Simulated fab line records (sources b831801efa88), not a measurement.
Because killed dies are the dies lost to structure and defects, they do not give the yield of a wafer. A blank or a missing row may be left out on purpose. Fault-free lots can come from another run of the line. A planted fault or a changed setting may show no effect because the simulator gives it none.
What tool caused it? -- flow gf180mcu -- 14 lots, 42 wafers sampled, at 5 steps of a route of 602

WHAT THE GAUGES SHOWED, per wafer
GF_STI_THK_MEAS_02. Usual: STI_OXIDATION_THK 10.18 nm, standard deviation 0.2.
lot,measured,on,STI_OXIDATION_THK (nm),flag
L564,day 1 14:51,film metro-01,10.37 10.42 10.39,
L567,day 2 03:04,film metro-03,10.76 10.72 10.70,
L568,day 2 07:31,film metro-03,10.16 10.24 10.09,
L569,day 2 12:49,film metro-04,10.06 10.20 10.01,
L571,day 2 22:59,film metro-01,10.40 10.27 10.26,
L572,day 3 06:07,film metro-04,10.15 9.85 9.85,
L573,day 3 09:02,film metro-04,10.10 9.99 10.11,
L574,day 3 13:31,film metro-04,9.89 9.97 9.97,
L575,day 3 18:31,film metro-01,9.73 9.97 9.75,
L576,day 4 00:41,film metro-01,10.33 10.17 10.06,
L577,day 4 05:53,film metro-03,10.47 10.35 10.43,
L582,day 5 08:43,film metro-04,9.88 10.13 10.12,
L584,day 5 15:31,film metro-04,10.35 10.33 10.17,
L587,day 6 06:31,film metro-01,10.17 10.10 10.27,

GF_STI_THK_MEAS_30. Usual: STI_OXIDATION_02_THK 10.04 nm, standard deviation 0.18.
lot,measured,on,STI_OXIDATION_02_THK (nm),flag
L564,day 2 08:32,film metro-01,10.31 10.26 10.22,
L567,day 2 21:35,film metro-04,10.18 10.18 10.16,
L568,day 3 01:54,film metro-04,10.11 10.20 10.24,
L569,day 3 10:26,film metro-04,10.14 10.04 10.26,
L571,day 3 18:07,film metro-04,10.04 9.93 10.10,
L572,day 4 02:07,film metro-03,9.91 10.00 9.99,
L573,day 4 07:17,film metro-01,9.90 9.75 9.96,
L574,day 4 12:38,film metro-03,9.95 9.99 9.98,
L575,day 4 20:51,film metro-04,9.82 9.85 9.79,
L576,day 5 06:23,film metro-03,10.26 10.25 10.26,
L577,day 5 06:24,film metro-01,10.01 10.00 10.00,
L582,day 6 06:00,film metro-04,9.81 9.80 9.74,
L584,day 6 14:31,film metro-03,10.23 10.03 10.44,
L587,day 7 04:21,film metro-04,9.68 9.90 9.83,

GF_POLY_GATE_OVL_MEAS_11. Usual: POLY_GATE_OVL -1 nm, standard deviation 5.1.
lot,measured,on,POLY_GATE_OVL (nm),flag
L564,day 9 04:06,overlay-01,-1 1 -2,
L567,day 10 01:01,overlay-01,-1 -4 7,
L568,day 10 02:10,overlay-02,4 6 3,
L569,day 10 13:30,overlay-01,-5 -9 -5,
L571,day 11 03:43,overlay-02,5 4 5,
L572,day 11 14:45,overlay-02,0 -5 -2,
L573,day 11 20:10,overlay-01,8 11 2,
L574,day 12 02:53,overlay-02,0 7 -4,
L575,day 12 16:23,overlay-01,-1 -1 1,
L576,day 13 06:23,overlay-01,-7 -7 -2,
L577,day 13 07:44,overlay-02,4 -1 1,
L582,day 14 15:41,overlay-02,-3 -4 4,
L584,day 15 03:17,overlay-02,-5 0 -3,
L587,day 15 23:31,overlay-01,-1 1 -8,

GF_SAB_THK_MEAS_01. Usual: SAB_CVD_00_THK 50.0 nm, standard deviation 0.62.
lot,measured,on,SAB_CVD_00_THK (nm),flag
L564,day 14 05:59,film metro-03,50.5 51.2 50.5,
L567,day 15 06:49,film metro-03,50.0 50.6 50.3,
L568,day 15 07:44,film metro-04,49.9 49.7 50.2,
L569,day 15 20:58,film metro-03,49.7 50.7 51.0,
L571,day 16 12:44,film metro-04,49.5 50.1 49.7,
L572,day 17 03:07,film metro-03,48.6 50.3 49.9,
L573,day 17 10:37,film metro-04,50.1 50.7 51.1,
L574,day 17 17:37,film metro-04,49.2 49.1 49.9,
L575,day 18 09:52,film metro-01,50.6 50.3 50.5,
L576,day 19 01:32,film metro-03,49.4 50.4 50.0,
L577,day 19 07:20,film metro-03,49.2 50.4 50.1,
L582,day 20 15:27,film metro-01,50.1 40.0 50.9,OFF
L584,day 21 04:21,film metro-04,49.8 40.3 49.9,OFF
L587,day 22 01:05,film metro-01,49.4 49.1 49.9,

WHICH TOOL RAN EACH LOT (tool, then ch and the chambers of the sampled wafers, then the start)
lot,GF_SAB_CVD_00
L564,"pecvd-01 ch 1,2, day 14 05:58"
L567,"pecvd-01 ch 0,1,2, day 15 06:47"
L568,"pecvd-03 ch 1,2, day 15 07:43"
L569,"pecvd-03 ch 1,2, day 15 20:56"
L571,"pecvd-04 ch 0,1,2, day 16 12:43"
L572,"pecvd-04 ch 0,1,2, day 17 03:05"
L573,"pecvd-03 ch 0,1,2, day 17 10:35"
L574,"pecvd-04 ch 0,1, day 17 17:35"
L575,"pecvd-03 ch 0,1, day 18 09:51"
L576,"pecvd-03 ch 0,2, day 19 01:31"
L577,"pecvd-03 ch 0,2, day 19 07:19"
L582,"pecvd-01 ch 0,1,2, day 20 15:26"
L584,"pecvd-01 ch 0,1,2, day 21 04:20"
L587,"pecvd-03 ch 1,2, day 22 01:03"
- GF_SAB_CVD_00: deposits SiO2 from TEOS, target thk 50 nm, time 4.9302 s.

WHAT THE TOOLS THEMSELVES READ (means of the sampled wafers that have a number; where no wafer has one, the mark that the record gives instead)
GF_SAB_CVD_00. Usual: heater power outer w 369 W, standard deviation 80; heater power w 620 W, standard deviation 120.
lot,tool,heater power outer w (W),heater power w (W),flag
L564,pecvd-01,310,505,
L567,pecvd-01,356,581,
L568,pecvd-03,224,463,
L569,pecvd-03,314,557,
L571,pecvd-04,427,667,
L572,pecvd-04,426,658,
L573,pecvd-03,345,606,
L574,pecvd-04,414,644,
L575,pecvd-03,322,617,
L576,pecvd-03,390,666,
L577,pecvd-03,343,595,
L582,pecvd-01,342,556,
L584,pecvd-01,342,564,
L587,pecvd-03,292,537,

THE ANSWER, worked out from the rows above alone
Rule: take the mean of a lot's wafers that have a number; if it is more than 3 standard deviations from the usual mean, the lot is off. Also off: a lot with no number at a reading for which 4 or more lots have one. The other lots that the step has rows for count as sound. After the gauges, taken in route order, come the tools' own readings; for these a lot's mean is taken, as printed above. At the first step where some lot is off, the reading lying furthest off is the one used; lots without a number count as furthest.
Off: L582, L584, at GF_SAB_THK_MEAS_01 (SAB_CVD_00_THK).
If a tool, at a process step before that reading, ran all the lots that are off and no sound lot after the first of them, it fits. The gauges at GF_SAB_THK_MEAS_01 are tried like those tools. One fits: pecvd-01 at GF_SAB_CVD_00. Its last sound lot is L567 (day 15 06:47), its first lot that is off L582 (day 20 15:26): a fault that began between those two fits.

WHAT THE SIMULATOR PUT IN
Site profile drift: pecvd-01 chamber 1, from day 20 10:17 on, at GF_SAB_CVD_00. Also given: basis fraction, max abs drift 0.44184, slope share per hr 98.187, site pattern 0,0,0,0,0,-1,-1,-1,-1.
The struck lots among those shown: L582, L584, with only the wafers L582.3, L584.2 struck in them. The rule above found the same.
